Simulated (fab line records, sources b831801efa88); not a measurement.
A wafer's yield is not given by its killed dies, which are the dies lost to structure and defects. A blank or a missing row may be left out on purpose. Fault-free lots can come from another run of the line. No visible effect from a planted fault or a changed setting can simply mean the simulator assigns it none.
Chamber matching	flow sky130	SKY_VIA2_CMP_02 on cmp-01 has 4 sister chambers
The step polishes SiO2. 7 wafers are shown with their chamber, then 7 later ones without.

== EACH WAFER AND ITS CHAMBER ==
wafer	chamber	motorCurrentA (A)
L185.3	3	13.5
L188.4	3	13.1
L189.1	0	12.5
L190.2	2	12.0
L190.6	2	10.9
L193.3	1	11.6
L193.5	1	11.9

== WAFERS MISSING THEIR CHAMBER ==
wafer	motorCurrentA (A)
L193.6	11.5
L194.4	11.5
L194.5	11.2
L194.6	11.6
L195.3	11.3
L195.4	11.4
L195.6	11.5

== THE CHAMBER EACH PASSED THROUGH ==
wafer	from the rows above	in truth
L193.6	can't be placed: 2 or 1 or 0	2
L194.4	can't be placed: 2 or 1 or 0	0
L194.5	can't be placed: 2 or 1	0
L194.6	can't be placed: 1 or 2 or 0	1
L195.3	can't be placed: 2 or 1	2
L195.4	can't be placed: 2 or 1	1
L195.6	can't be placed: 2 or 1 or 0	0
Correctly placed: 0 of 7. Unplaceable from these rows: 7, with the true chamber sitting among the candidates in 6. 0 placed wrongly.
How it was worked out, from the rows above alone: a wafer's distance from a chamber is the root of the sum, over the readings, of the square of ((its reading less the chamber's mean) divided by the reading's scatter). The wafer belongs to the nearest chamber; if the next one is less than 2 further off, it can't be placed. Each chamber's mean is taken over the wafers shown for it. How the scatter is found: for the shown wafers, subtract from each reading the mean of its chamber, square and add these, divide the total by (wafers less chambers), then take the root.
